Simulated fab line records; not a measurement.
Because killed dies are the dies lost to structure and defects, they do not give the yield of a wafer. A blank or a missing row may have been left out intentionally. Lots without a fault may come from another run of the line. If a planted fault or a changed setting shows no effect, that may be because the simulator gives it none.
fab line records + flow gf180mcu
record
- lots=24
- wafers=72
- last-day=34
route steps=602 shown CONTACT@292 V2@383 M3@424 V3@446 V4@477 TOP_METAL@582
lots with no fault: from the same line, run without faults
start-h: hours from the record's first day to the start of the lot's first wafer shown + wait-h: hours since the lot's step before + " identical to the entry in the row above + L1.1+2: a single row standing in for several wafers + - either no value or no given start + * or withheld: withheld + < > ~ a bound
route shown NAME@n: names a module that has steps shown in the file, with the first one's number in the route + usual: mean and standard deviation over wafers with no fault + same: alike in all rows + chamber/n: place in a boat + sites: the reading at each site + _std_site: their standard deviation + _edge_site: outer sites' mean less inner sites' + radius-mm: for every site, how far away it sits from the centre of the wafer + mask NAME#n: copy n + behind: the most recent tool/chamber to have shaped the wafer + hold: cause of the lot's hold/its duration in hours/its outcome + device: which transistor (n, p or np) failed to switch + end of line: tests run on the same wafers once the route is complete + for a step that has no rows: nothing shown but its recipe + killed: not the wafer's yield, but the dies lost to structure and defects at the first sort + map: per-die view of a wafer (x killed, . not killed, _ where there is no die)
set.NAME: the setting that was run; set.NAME@STEP: the one run at that earlier step + model.NAME: the simulator's own value behind a step, which no gauge read
the route's steps for a sample of lots (tables are steps, rows are wafers)
services: the hour from which a tool's chamber was out of use, counted from the record's first day as start-h (under 0 if before that day), plus the number of hours and why
## steps
# step GF_CONTACT_BOW_MEAS_05
# recipe
- mode=bow
# usual
- CONTACT_BOW=64/6.4
| lot.wafer | tool          | chamber | start-h | wait-h | CONTACT_BOW[um] |
|-----------|---------------|---------|---------|--------|-----------------|
| L074.4    | film-metro-02 | -       | 338.33  | 0.2    | 57              |
| L074.5    | "             | -       | "       | "      | 59              |
| L074.6    | "             | -       | "       | "      | 58              |
| L075.2    | film-metro-03 | -       | 348.46  | 0.2    | 62              |
| L075.4    | "             | -       | "       | "      | 70              |
| L075.6    | "             | -       | "       | "      | 57              |
| L076.1    | film-metro-04 | -       | 352.20  | 0.1    | 69              |
| L076.2    | "             | -       | "       | "      | 71              |
| L076.6    | "             | -       | "       | "      | 57              |
| L077.2    | film-metro-02 | -       | 356.47  | 0.2    | 64              |
| L077.5    | "             | -       | "       | "      | 50              |
| L077.6    | "             | -       | "       | "      | 65              |
| L078.2    | film-metro-03 | -       | 371.44  | 0.3    | 66              |
| L078.3    | "             | -       | "       | "      | 64              |
| L078.6    | "             | -       | "       | "      | 69              |
| L079.1    | film-metro-03 | -       | 379.15  | 0.1    | 61              |
| L079.3    | "             | -       | "       | "      | 64              |
| L079.6    | "             | -       | "       | "      | 59              |
| L080.1    | film-metro-03 | -       | 389.60  | 0.2    | 73              |
| L080.5    | "             | -       | "       | "      | 67              |
| L080.6    | "             | -       | "       | "      | 72              |
| L081.1    | film-metro-02 | -       | 399.93  | 0.1    | 65              |
| L081.4    | "             | -       | "       | "      | 69              |
| L081.5    | "             | -       | "       | "      | 72              |
| L082.3    | film-metro-03 | -       | 411.38  | 0.3    | 56              |
| L082.5    | "             | -       | "       | "      | 61              |
| L082.6    | "             | -       | "       | "      | 67              |
| L083.3    | film-metro-04 | -       | 417.65  | 0.2    | 57              |
| L083.4    | "             | -       | "       | "      | 66              |
| L083.5    | "             | -       | "       | "      | 51              |
| L084.2    | film-metro-02 | -       | 432.74  | 0.1    | 62              |
| L084.3    | "             | -       | "       | "      | 66              |
| L084.6    | "             | -       | "       | "      | 49              |
| L085.1    | film-metro-03 | -       | 443.30  | 0.1    | 74              |
| L085.5    | "             | -       | "       | "      | 67              |
| L085.6    | "             | -       | "       | "      | 65              |
| L086.1    | film-metro-02 | -       | 443.58  | 0.1    | 66              |
| L086.2    | "             | -       | "       | "      | 67              |
| L086.3    | "             | -       | "       | "      | 65              |
| L087.3    | film-metro-02 | -       | 452.23  | 0.2    | 61              |
| L087.5    | "             | -       | "       | "      | 57              |
| L087.6    | "             | -       | "       | "      | 60              |
| L088.1    | film-metro-03 | -       | 463.40  | 0.1    | 57              |
| L088.3    | "             | -       | "       | "      | 58              |
| L088.5    | "             | -       | "       | "      | 66              |
| L089.2    | film-metro-04 | -       | 474.69  | 0.3    | 67              |
| L089.3    | "             | -       | "       | "      | 66              |
| L089.6    | "             | -       | "       | "      | 64              |
| L090.1    | film-metro-02 | -       | 484.64  | 0.1    | 68              |
| L090.4    | "             | -       | "       | "      | 59              |
| L090.6    | "             | -       | "       | "      | 61              |
| L091.1    | film-metro-02 | -       | 488.48  | 0.2    | 65              |
| L091.4    | "             | -       | "       | "      | 51              |
| L091.6    | "             | -       | "       | "      | 61              |
| L092.1    | film-metro-04 | -       | 497.72  | 0.1    | 56              |
| L092.2    | "             | -       | "       | "      | 61              |
| L092.3    | "             | -       | "       | "      | 52              |
| L093.2    | film-metro-04 | -       | 502.26  | 0.2    | 61              |
| L093.3    | "             | -       | "       | "      | 68              |
| L093.6    | "             | -       | "       | "      | 75              |
| L094.1    | film-metro-04 | -       | 512.47  | 0.2    | 78              |
| L094.3    | "             | -       | "       | "      | 64              |
| L094.4    | "             | -       | "       | "      | 52              |
| L095.2    | film-metro-04 | -       | 516.34  | 0.2    | 61              |
| L095.5    | "             | -       | "       | "      | 60              |
| L095.6    | "             | -       | "       | "      | 59              |
| L096.1    | film-metro-02 | -       | 524.38  | 0.2    | 62              |
| L096.4    | "             | -       | "       | "      | 68              |
| L096.6    | "             | -       | "       | "      | 66              |
| L097.4    | film-metro-04 | -       | 533.91  | 0.2    | 62              |
| L097.5    | "             | -       | "       | "      | 74              |
| L097.6    | "             | -       | "       | "      | 71              |
# step GF_V2_THK_MEAS_01
# recipe
- reads=SiO2_of_V2_CVD_00
# usual
- V2_CVD_00_THK=596/6.1
| lot.wafer | tool          | chamber | start-h | wait-h | V2_CVD_00_THK[nm] |
|-----------|---------------|---------|---------|--------|-------------------|
| L074.4    | film-metro-03 | -       | 434.42  | 0.0    | 603               |
| L074.5    | "             | -       | "       | "      | 594               |
| L074.6    | "             | -       | "       | "      | 591               |
| L075.2    | film-metro-04 | -       | 446.12  | 0.0    | 593               |
| L075.4    | "             | -       | "       | "      | 603               |
| L075.6    | "             | -       | "       | "      | 588               |
| L076.1    | film-metro-03 | -       | 450.15  | 0.0    | 603               |
| L076.2    | "             | -       | "       | "      | 597               |
| L076.6    | "             | -       | "       | "      | 603               |
| L077.2    | film-metro-04 | -       | 454.29  | 0.0    | 610               |
| L077.5    | "             | -       | "       | "      | 608               |
| L077.6    | "             | -       | "       | "      | 601               |
| L078.2    | film-metro-03 | -       | 479.96  | 0.0    | 601               |
| L078.3    | "             | -       | "       | "      | 605               |
| L078.6    | "             | -       | "       | "      | 606               |
| L079.1    | film-metro-04 | -       | 480.30  | 0.0    | 596               |
| L079.3    | "             | -       | "       | "      | 596               |
| L079.6    | "             | -       | "       | "      | 590               |
| L080.1    | film-metro-03 | -       | 489.65  | 0.0    | 585               |
| L080.5    | "             | -       | "       | "      | 589               |
| L080.6    | "             | -       | "       | "      | 590               |
| L081.1    | film-metro-02 | -       | 501.10  | 0.0    | 594               |
| L081.4    | "             | -       | "       | "      | 590               |
| L081.5    | "             | -       | "       | "      | 593               |
| L082.3    | film-metro-02 | -       | 512.44  | 0.1    | 599               |
| L082.5    | "             | -       | "       | "      | 598               |
| L082.6    | "             | -       | "       | "      | 594               |
| L083.3    | film-metro-04 | -       | 519.09  | 0.1    | 610               |
| L083.4    | "             | -       | "       | "      | 599               |
| L083.5    | "             | -       | "       | "      | 601               |
| L084.2    | film-metro-04 | -       | 533.51  | 0.0    | 600               |
| L084.3    | "             | -       | "       | "      | 593               |
| L084.6    | "             | -       | "       | "      | 591               |
| L085.1    | film-metro-03 | -       | 544.35  | 0.0    | 587               |
| L085.5    | "             | -       | "       | "      | 584               |
| L085.6    | "             | -       | "       | "      | 593               |
| L086.1    | film-metro-03 | -       | 544.99  | 0.0    | 596               |
| L086.2    | "             | -       | "       | "      | 591               |
| L086.3    | "             | -       | "       | "      | 586               |
| L087.3    | film-metro-02 | -       | 552.23  | 0.1    | 594               |
| L087.5    | "             | -       | "       | "      | 588               |
| L087.6    | "             | -       | "       | "      | 589               |
| L088.1    | film-metro-03 | -       | 562.14  | 0.0    | 584               |
| L088.3    | "             | -       | "       | "      | 597               |
| L088.5    | "             | -       | "       | "      | 595               |
| L089.2    | film-metro-02 | -       | 572.67  | 0.0    | 596               |
| L089.3    | "             | -       | "       | "      | 595               |
| L089.6    | "             | -       | "       | "      | 595               |
| L090.1    | film-metro-04 | -       | 581.71  | 0.0    | 605               |
| L090.4    | "             | -       | "       | "      | 601               |
| L090.6    | "             | -       | "       | "      | 602               |
| L091.1    | film-metro-02 | -       | 585.20  | 0.0    | 597               |
| L091.4    | "             | -       | "       | "      | 606               |
| L091.6    | "             | -       | "       | "      | 593               |
| L092.1    | film-metro-03 | -       | 593.48  | 0.0    | 595               |
| L092.2    | "             | -       | "       | "      | 598               |
| L092.3    | "             | -       | "       | "      | 599               |
| L093.2    | film-metro-02 | -       | 597.85  | 0.0    | 602               |
| L093.3    | "             | -       | "       | "      | 601               |
| L093.6    | "             | -       | "       | "      | 598               |
| L094.1    | film-metro-02 | -       | 606.35  | 0.0    | 604               |
| L094.3    | "             | -       | "       | "      | 593               |
| L094.4    | "             | -       | "       | "      | 592               |
| L095.2    | film-metro-04 | -       | 610.93  | 0.0    | 588               |
| L095.5    | "             | -       | "       | "      | 590               |
| L095.6    | "             | -       | "       | "      | 596               |
| L096.1    | film-metro-02 | -       | 617.57  | 0.0    | 595               |
| L096.4    | "             | -       | "       | "      | 601               |
| L096.6    | "             | -       | "       | "      | 602               |
| L097.4    | film-metro-04 | -       | 625.71  | 0.1    | 587               |
| L097.5    | "             | -       | "       | "      | 599               |
| L097.6    | "             | -       | "       | "      | 592               |
# step GF_M3_OVL_MEAS_15
# usual
- M3_OVL=4/5.9
| lot.wafer | tool       | chamber | start-h | wait-h | M3_OVL[nm] |
|-----------|------------|---------|---------|--------|------------|
| L074.4    | overlay-01 | -       | 485.90  | 0.1    | -8         |
| L074.5    | "          | -       | "       | "      | -8         |
| L074.6    | "          | -       | "       | "      | 1          |
| L075.2    | overlay-02 | -       | 497.01  | 0.1    | -8         |
| L075.4    | "          | -       | "       | "      | -9         |
| L075.6    | "          | -       | "       | "      | -8         |
| L076.1    | overlay-02 | -       | 500.69  | 0.1    | 7          |
| L076.2    | "          | -       | "       | "      | 7          |
| L076.6    | "          | -       | "       | "      | 3          |
| L077.2    | overlay-01 | -       | 504.64  | 0.1    | 8          |
| L077.5    | "          | -       | "       | "      | 8          |
| L077.6    | "          | -       | "       | "      | 14         |
| L078.2    | overlay-02 | -       | 529.45  | 0.1    | 12         |
| L078.3    | "          | -       | "       | "      | 13         |
| L078.6    | "          | -       | "       | "      | 19         |
| L079.1    | overlay-02 | -       | 529.73  | 0.1    | 2          |
| L079.3    | "          | -       | "       | "      | -3         |
| L079.6    | "          | -       | "       | "      | -3         |
| L080.1    | overlay-02 | -       | 539.53  | 0.1    | 5          |
| L080.5    | "          | -       | "       | "      | 10         |
| L080.6    | "          | -       | "       | "      | 6          |
| L081.1    | overlay-01 | -       | 549.98  | 0.1    | 16         |
| L081.4    | "          | -       | "       | "      | 15         |
| L081.5    | "          | -       | "       | "      | 6          |
| L082.3    | overlay-02 | -       | 561.15  | 0.1    | 9          |
| L082.5    | "          | -       | "       | "      | 8          |
| L082.6    | "          | -       | "       | "      | 14         |
| L083.3    | overlay-02 | -       | 566.97  | 0.1    | 8          |
| L083.4    | "          | -       | "       | "      | 6          |
| L083.5    | "          | -       | "       | "      | 10         |
| L084.2    | overlay-02 | -       | 581.24  | 0.1    | 3          |
| L084.3    | "          | -       | "       | "      | 11         |
| L084.6    | "          | -       | "       | "      | 1          |
| L085.1    | overlay-01 | -       | 590.75  | 0.1    | 2          |
| L085.5    | "          | -       | "       | "      | -2         |
| L085.6    | "          | -       | "       | "      | 0          |
| L086.1    | overlay-01 | -       | 592.04  | 0.1    | 6          |
| L086.2    | "          | -       | "       | "      | 7          |
| L086.3    | "          | -       | "       | "      | 0          |
| L087.3    | overlay-02 | -       | 598.20  | 0.1    | 2          |
| L087.5    | "          | -       | "       | "      | 2          |
| L087.6    | "          | -       | "       | "      | 1          |
| L088.1    | overlay-01 | -       | 606.95  | 0.1    | -4         |
| L088.3    | "          | -       | "       | "      | -1         |
| L088.5    | "          | -       | "       | "      | 2          |
| L089.2    | overlay-01 | -       | 616.46  | 0.1    | 5          |
| L089.3    | "          | -       | "       | "      | 1          |
| L089.6    | "          | -       | "       | "      | 1          |
| L090.1    | overlay-02 | -       | 625.24  | 0.1    | 4          |
| L090.4    | "          | -       | "       | "      | 8          |
| L090.6    | "          | -       | "       | "      | 3          |
| L091.1    | overlay-02 | -       | 629.35  | 0.1    | 4          |
| L091.4    | "          | -       | "       | "      | 9          |
| L091.6    | "          | -       | "       | "      | 15         |
| L092.1    | overlay-01 | -       | 636.69  | 0.1    | -4         |
| L092.2    | "          | -       | "       | "      | -5         |
| L092.3    | "          | -       | "       | "      | -5         |
| L093.2    | overlay-02 | -       | 640.80  | 0.1    | 10         |
| L093.3    | "          | -       | "       | "      | 6          |
| L093.6    | "          | -       | "       | "      | 6          |
| L094.1    | overlay-02 | -       | 648.44  | 0.1    | 0          |
| L094.3    | "          | -       | "       | "      | 7          |
| L094.4    | "          | -       | "       | "      | -1         |
| L095.2    | overlay-01 | -       | 654.14  | 0.1    | 0          |
| L095.5    | "          | -       | "       | "      | 10         |
| L095.6    | "          | -       | "       | "      | 3          |
| L096.1    | overlay-01 | -       | 660.43  | 0.1    | 10         |
| L096.4    | "          | -       | "       | "      | 5          |
| L096.6    | "          | -       | "       | "      | 9          |
| L097.4    | overlay-02 | -       | 666.97  | 0.1    | 13         |
| L097.5    | "          | -       | "       | "      | 9          |
| L097.6    | "          | -       | "       | "      | 17         |
# step GF_V3_ETCH_17
# recipe
- chemistry=C4F8/O2/Ar
- mask-material=KrF
- target=SiO2
- stop-on=TiN
- source-w=1500
- bias-w=1200
- pressure-mtorr=40
- c4f8-flow-sccm=withheld
- O2_flow_sccm=6
- Ar_flow_sccm=300
- time-s=withheld
- target-depth-a=6350
# usual
- bias-w=1200/3.7
- oes-product-au=0.856/0.0049
| lot.wafer | tool        | chamber | start-h | wait-h | bias-w | oes-product-au |
|-----------|-------------|---------|---------|--------|--------|----------------|
| L074.4    | rie-diel-03 | 0       | -       | -      | 1196   | 0.853          |
| L074.5    | "           | 3       | "       | "      | 1200   | 0.851          |
| L074.6    | "           | 2       | "       | "      | 1200   | 0.864          |
| L075.2    | rie-diel-01 | 2       | -       | -      | 1203   | 0.852          |
| L075.4    | "           | 1       | "       | "      | 1201   | 0.852          |
| L075.6    | "           | 2       | "       | "      | 1201   | 0.862          |
| L076.1    | rie-diel-01 | 2       | -       | -      | 1200   | 0.854          |
| L076.2    | "           | 0       | "       | "      | 1199   | 0.860          |
| L076.6    | "           | 2       | "       | "      | 1194   | 0.855          |
| L077.2    | rie-diel-02 | 2       | -       | -      | 1199   | 0.850          |
| L077.5    | "           | 2       | "       | "      | 1199   | 0.852          |
| L077.6    | "           | 0       | "       | "      | 1204   | 0.848          |
| L078.2    | rie-diel-03 | 2       | -       | -      | 1200   | 0.847          |
| L078.3    | "           | 3       | "       | "      | 1202   | 0.857          |
| L078.6    | "           | 3       | "       | "      | 1201   | 0.852          |
| L079.1    | rie-diel-01 | 0       | -       | -      | 1200   | 0.857          |
| L079.3    | "           | 2       | "       | "      | 1199   | 0.853          |
| L079.6    | "           | 0       | "       | "      | 1200   | 0.852          |
| L080.1    | rie-diel-02 | 0       | -       | -      | 1205   | 0.852          |
| L080.5    | "           | 1       | "       | "      | 1197   | 0.860          |
| L080.6    | "           | 0       | "       | "      | 1208   | 0.868          |
| L081.1    | rie-diel-02 | 1       | -       | -      | 1199   | 0.854          |
| L081.4    | "           | 3       | "       | "      | 1199   | 0.864          |
| L081.5    | "           | 0       | "       | "      | 1198   | 0.857          |
| L082.3    | rie-diel-02 | 3       | -       | -      | 1199   | 0.859          |
| L082.5    | "           | 3       | "       | "      | 1202   | 0.860          |
| L082.6    | "           | 0       | "       | "      | 1202   | 0.864          |
| L083.3    | rie-diel-01 | 1       | -       | -      | 1195   | 0.857          |
| L083.4    | "           | 3       | "       | "      | 1196   | 0.858          |
| L083.5    | "           | 1       | "       | "      | 1194   | 0.863          |
| L084.2    | rie-diel-01 | 2       | -       | -      | 1192   | 0.860          |
| L084.3    | "           | 1       | "       | "      | 1202   | 0.859          |
| L084.6    | "           | 3       | "       | "      | 1203   | 0.861          |
| L085.1    | rie-diel-01 | 0       | -       | -      | 1204   | 0.853          |
| L085.5    | "           | 2       | "       | "      | 1202   | 0.855          |
| L085.6    | "           | 3       | "       | "      | 1200   | 0.856          |
| L086.1    | rie-diel-03 | 0       | -       | -      | 1200   | 0.847          |
| L086.2    | "           | 1       | "       | "      | 1206   | 0.850          |
| L086.3    | "           | 0       | "       | "      | 1203   | 0.857          |
| L087.3    | rie-diel-03 | 3       | -       | -      | 1201   | 0.851          |
| L087.5    | "           | 1       | "       | "      | 1204   | 0.855          |
| L087.6    | "           | 3       | "       | "      | 1200   | 0.859          |
| L088.1    | rie-diel-03 | 0       | -       | -      | 1202   | 0.853          |
| L088.3    | "           | 3       | "       | "      | 1202   | 0.849          |
| L088.5    | "           | 2       | "       | "      | 1200   | 0.844          |
| L089.2    | rie-diel-01 | 3       | -       | -      | 1207   | 0.853          |
| L089.3    | "           | 2       | "       | "      | 1198   | 0.852          |
| L089.6    | "           | 0       | "       | "      | 1197   | 0.852          |
| L090.1    | rie-diel-01 | 2       | -       | -      | 1196   | 0.855          |
| L090.4    | "           | 0       | "       | "      | 1199   | 0.852          |
| L090.6    | "           | 3       | "       | "      | 1197   | 0.858          |
| L091.1    | rie-diel-03 | 3       | -       | -      | 1193   | 0.853          |
| L091.4    | "           | 0       | "       | "      | 1208   | 0.862          |
| L091.6    | "           | 3       | "       | "      | 1200   | 0.853          |
| L092.1    | rie-diel-02 | 3       | -       | -      | 1195   | 0.853          |
| L092.2    | "           | 1       | "       | "      | 1205   | 0.860          |
| L092.3    | "           | 2       | "       | "      | 1207   | 0.850          |
| L093.2    | rie-diel-03 | 2       | -       | -      | 1200   | 0.857          |
| L093.3    | "           | 0       | "       | "      | 1200   | 0.853          |
| L093.6    | "           | 3       | "       | "      | 1200   | 0.863          |
| L094.1    | rie-diel-03 | 0       | -       | -      | 1201   | 0.866          |
| L094.3    | "           | 3       | "       | "      | 1197   | 0.857          |
| L094.4    | "           | 1       | "       | "      | 1206   | 0.858          |
| L095.2    | rie-diel-03 | 3       | -       | -      | 1192   | 0.856          |
| L095.5    | "           | 1       | "       | "      | 1199   | 0.851          |
| L095.6    | "           | 0       | "       | "      | 1210   | 0.857          |
| L096.1    | rie-diel-01 | 2       | -       | -      | 1198   | 0.856          |
| L096.4    | "           | 2       | "       | "      | 1195   | 0.857          |
| L096.6    | "           | 3       | "       | "      | 1198   | 0.850          |
| L097.4    | rie-diel-01 | 2       | -       | -      | 1195   | 0.853          |
| L097.5    | "           | 3       | "       | "      | 1198   | 0.862          |
| L097.6    | "           | 1       | "       | "      | 1208   | 0.862          |
# step GF_V4_THK_MEAS_01
# recipe
- reads=SiO2_of_V4_CVD_00
# usual
- V4_CVD_00_THK=602/5.2
| lot.wafer | tool          | chamber | start-h | wait-h | V4_CVD_00_THK[nm] |
|-----------|---------------|---------|---------|--------|-------------------|
| L074.4    | film-metro-03 | -       | 536.98  | 0.0    | 597               |
| L074.5    | "             | -       | "       | "      | 606               |
| L074.6    | "             | -       | "       | "      | 602               |
| L075.2    | film-metro-03 | -       | 547.98  | 0.0    | 593               |
| L075.4    | "             | -       | "       | "      | 614               |
| L075.6    | "             | -       | "       | "      | 602               |
| L076.1    | film-metro-02 | -       | 551.15  | 0.0    | 601               |
| L076.2    | "             | -       | "       | "      | 599               |
| L076.6    | "             | -       | "       | "      | 595               |
| L077.2    | film-metro-03 | -       | 555.25  | 0.0    | 601               |
| L077.5    | "             | -       | "       | "      | 594               |
| L077.6    | "             | -       | "       | "      | 596               |
| L078.2    | film-metro-02 | -       | 577.53  | 0.0    | 599               |
| L078.3    | "             | -       | "       | "      | 600               |
| L078.6    | "             | -       | "       | "      | 598               |
| L079.1    | film-metro-03 | -       | 578.08  | 0.0    | 601               |
| L079.3    | "             | -       | "       | "      | 600               |
| L079.6    | "             | -       | "       | "      | 603               |
| L080.1    | film-metro-02 | -       | 586.32  | 0.0    | 607               |
| L080.5    | "             | -       | "       | "      | 608               |
| L080.6    | "             | -       | "       | "      | 596               |
| L081.1    | film-metro-03 | -       | 596.80  | 0.0    | 603               |
| L081.4    | "             | -       | "       | "      | 602               |
| L081.5    | "             | -       | "       | "      | 607               |
| L082.3    | film-metro-02 | -       | 607.76  | 0.1    | 600               |
| L082.5    | "             | -       | "       | "      | 607               |
| L082.6    | "             | -       | "       | "      | 609               |
| L083.3    | film-metro-04 | -       | 613.00  | 0.1    | 607               |
| L083.4    | "             | -       | "       | "      | 606               |
| L083.5    | "             | -       | "       | "      | 601               |
| L084.2    | film-metro-04 | -       | 626.38  | 0.1    | 607               |
| L084.3    | "             | -       | "       | "      | 600               |
| L084.6    | "             | -       | "       | "      | 611               |
| L085.1    | film-metro-04 | -       | 635.34  | 0.0    | 599               |
| L085.5    | "             | -       | "       | "      | 590               |
| L085.6    | "             | -       | "       | "      | 594               |
| L086.1    | film-metro-03 | -       | 637.79  | 0.0    | 609               |
| L086.2    | "             | -       | "       | "      | 599               |
| L086.3    | "             | -       | "       | "      | 606               |
| L087.3    | film-metro-02 | -       | 643.16  | 0.1    | 600               |
| L087.5    | "             | -       | "       | "      | 593               |
| L087.6    | "             | -       | "       | "      | 599               |
| L088.1    | film-metro-03 | -       | 652.06  | 0.0    | 592               |
| L088.3    | "             | -       | "       | "      | 597               |
| L088.5    | "             | -       | "       | "      | 592               |
| L089.2    | film-metro-02 | -       | 660.85  | 0.0    | 610               |
| L089.3    | "             | -       | "       | "      | 612               |
| L089.6    | "             | -       | "       | "      | 612               |
| L090.1    | film-metro-04 | -       | 668.92  | 0.0    | 607               |
| L090.4    | "             | -       | "       | "      | 605               |
| L090.6    | "             | -       | "       | "      | 599               |
| L091.1    | film-metro-03 | -       | 673.05  | 0.0    | 608               |
| L091.4    | "             | -       | "       | "      | 605               |
| L091.6    | "             | -       | "       | "      | 608               |
| L092.1    | film-metro-04 | -       | 678.97  | 0.0    | 603               |
| L092.2    | "             | -       | "       | "      | 603               |
| L092.3    | "             | -       | "       | "      | 606               |
| L093.2    | film-metro-03 | -       | 683.73  | 0.0    | 602               |
| L093.3    | "             | -       | "       | "      | 604               |
| L093.6    | "             | -       | "       | "      | 605               |
| L094.1    | film-metro-04 | -       | 690.92  | 0.0    | 600               |
| L094.3    | "             | -       | "       | "      | 600               |
| L094.4    | "             | -       | "       | "      | 596               |
| L095.2    | film-metro-02 | -       | 695.20  | 0.0    | 604               |
| L095.5    | "             | -       | "       | "      | 596               |
| L095.6    | "             | -       | "       | "      | 603               |
| L096.1    | film-metro-02 | -       | 700.84  | 0.0    | 593               |
| L096.4    | "             | -       | "       | "      | 599               |
| L096.6    | "             | -       | "       | "      | 600               |
| L097.4    | film-metro-04 | -       | 707.58  | 0.0    | 599               |
| L097.5    | "             | -       | "       | "      | 598               |
| L097.6    | "             | -       | "       | "      | 600               |
# step GF_TOP_METAL_OVL_MEAS_15
# usual
- TOP_METAL_OVL=0.7/1.2
| lot.wafer | tool       | chamber | start-h | wait-h | TOP_METAL_OVL[nm] |
|-----------|------------|---------|---------|--------|-------------------|
| L074.4    | overlay-01 | -       | 648.93  | 0.1    | 2.2               |
| L074.5    | "          | -       | "       | "      | 3.7               |
| L074.6    | "          | -       | "       | "      | 1.5               |
| L075.2    | overlay-02 | -       | 657.76  | 0.1    | 2.1               |
| L075.4    | "          | -       | "       | "      | 1.2               |
| L075.6    | "          | -       | "       | "      | 3.0               |
| L076.1    | overlay-01 | -       | 661.00  | 0.1    | -0.2              |
| L076.2    | "          | -       | "       | "      | 1.1               |
| L076.6    | "          | -       | "       | "      | 1.2               |
| L077.2    | overlay-02 | -       | 664.12  | 0.1    | -0.5              |
| L077.5    | "          | -       | "       | "      | 1.3               |
| L077.6    | "          | -       | "       | "      | -0.2              |
| L078.2    | overlay-02 | -       | 685.02  | 0.1    | 2.2               |
| L078.3    | "          | -       | "       | "      | 2.7               |
| L078.6    | "          | -       | "       | "      | 2.1               |
| L079.1    | overlay-02 | -       | 685.48  | 0.1    | -0.5              |
| L079.3    | "          | -       | "       | "      | -0.5              |
| L079.6    | "          | -       | "       | "      | -0.9              |
| L080.1    | overlay-02 | -       | 690.65  | 0.1    | -0.4              |
| L080.5    | "          | -       | "       | "      | 0.9               |
| L080.6    | "          | -       | "       | "      | 0.7               |
| L081.1    | overlay-01 | -       | 700.63  | 0.1    | 0.8               |
| L081.4    | "          | -       | "       | "      | 1.1               |
| L081.5    | "          | -       | "       | "      | 0.0               |
| L082.3    | overlay-01 | -       | 711.07  | 0.1    | -1.6              |
| L082.5    | "          | -       | "       | "      | -0.4              |
| L082.6    | "          | -       | "       | "      | -1.1              |
| L083.3    | overlay-02 | -       | 715.72  | 0.1    | 3.2               |
| L083.4    | "          | -       | "       | "      | 2.6               |
| L083.5    | "          | -       | "       | "      | 2.9               |
| L084.2    | overlay-01 | -       | 727.04  | 0.1    | 3.1               |
| L084.3    | "          | -       | "       | "      | 2.4               |
| L084.6    | "          | -       | "       | "      | 2.0               |
| L085.1    | overlay-01 | -       | 733.46  | 0.1    | 0.2               |
| L085.5    | "          | -       | "       | "      | 1.6               |
| L085.6    | "          | -       | "       | "      | 0.0               |
| L086.1    | overlay-01 | -       | 735.33  | 0.1    | 0.1               |
| L086.2    | "          | -       | "       | "      | 0.5               |
| L086.3    | "          | -       | "       | "      | -0.6              |
| L087.3    | overlay-02 | -       | 741.06  | 0.1    | -1.0              |
| L087.5    | "          | -       | "       | "      | -0.7              |
| L087.6    | "          | -       | "       | "      | 0.3               |
| L088.1    | overlay-02 | -       | 749.06  | 0.1    | 1.1               |
| L088.3    | "          | -       | "       | "      | 0.5               |
| L088.5    | "          | -       | "       | "      | 1.5               |
| L089.2    | overlay-02 | -       | 755.19  | 0.1    | 0.9               |
| L089.3    | "          | -       | "       | "      | 2.2               |
| L089.6    | "          | -       | "       | "      | 1.7               |
| L090.1    | overlay-01 | -       | 762.60  | 0.1    | 0.1               |
| L090.4    | "          | -       | "       | "      | 0.9               |
| L090.6    | "          | -       | "       | "      | 1.2               |
| L091.1    | overlay-02 | -       | 767.00  | 0.1    | 0.5               |
| L091.4    | "          | -       | "       | "      | -1.1              |
| L091.6    | "          | -       | "       | "      | -0.1              |
| L092.1    | overlay-01 | -       | 771.66  | 0.1    | 0.0               |
| L092.2    | "          | -       | "       | "      | -0.3              |
| L092.3    | "          | -       | "       | "      | -0.4              |
| L093.2    | overlay-01 | -       | 776.27  | 0.1    | 0.1               |
| L093.3    | "          | -       | "       | "      | 0.1               |
| L093.6    | "          | -       | "       | "      | -1.0              |
| L094.1    | overlay-02 | -       | 782.35  | 0.1    | 2.1               |
| L094.3    | "          | -       | "       | "      | 1.3               |
| L094.4    | "          | -       | "       | "      | 3.2               |
| L095.2    | overlay-02 | -       | 785.79  | 0.1    | 1.4               |
| L095.5    | "          | -       | "       | "      | 1.4               |
| L095.6    | "          | -       | "       | "      | 1.6               |
| L096.1    | overlay-02 | -       | 791.36  | 0.1    | 0.5               |
| L096.4    | "          | -       | "       | "      | -0.7              |
| L096.6    | "          | -       | "       | "      | -0.1              |
| L097.4    | overlay-02 | -       | 796.05  | 0.1    | -0.4              |
| L097.5    | "          | -       | "       | "      | 0.1               |
| L097.6    | "          | -       | "       | "      | 0.3               |
## services
| tool        | chamber | start-h | hours | kind           |
|-------------|---------|---------|-------|----------------|
| rie-diel-01 | 2       | 491.31  | 2.1   | repair         |
| rie-diel-03 | 3       | 498.98  | 4.5   | repair         |
| rie-diel-02 | -       | 508.56  | 0.4   | repair         |
| rie-diel-02 | 2       | 517.96  | 5.0   | repair         |
| rie-diel-01 | 3       | 527.05  | -     | clean          |
| rie-diel-01 | 3       | 527.05  | 22.3  | scheduled-down |
| rie-diel-01 | 3       | 527.05  | 22.3  | vent-cycle     |
| rie-diel-02 | 1       | 527.67  | 13.7  | repair         |
| rie-diel-01 | 1       | 546.51  | 11.4  | repair         |
| rie-diel-01 | 3       | 549.31  | 17.9  | repair         |
| rie-diel-02 | 3       | 560.26  | 7.1   | repair         |
| rie-diel-02 | -       | 570.27  | 1.4   | repair         |
| rie-diel-03 | 0       | 571.35  | 4.2   | repair         |
| rie-diel-03 | 3       | 576.40  | 2.7   | repair         |
| rie-diel-03 | 1       | 599.32  | 7.8   | repair         |
| rie-diel-03 | 3       | 611.80  | 6.4   | repair         |
| rie-diel-03 | 2       | 612.10  | 13.2  | repair         |
| rie-diel-01 | 1       | 627.18  | -     | clean          |
| rie-diel-01 | 1       | 627.18  | 20.3  | scheduled-down |
| rie-diel-01 | 1       | 627.18  | 20.3  | vent-cycle     |
| rie-diel-02 | 3       | 629.25  | 7.6   | repair         |
| rie-diel-02 | -       | 636.85  | 0.9   | repair         |
| rie-diel-01 | 0       | 677.93  | -     | clean          |
| rie-diel-01 | 0       | 677.93  | 18.6  | scheduled-down |
## key
fault none
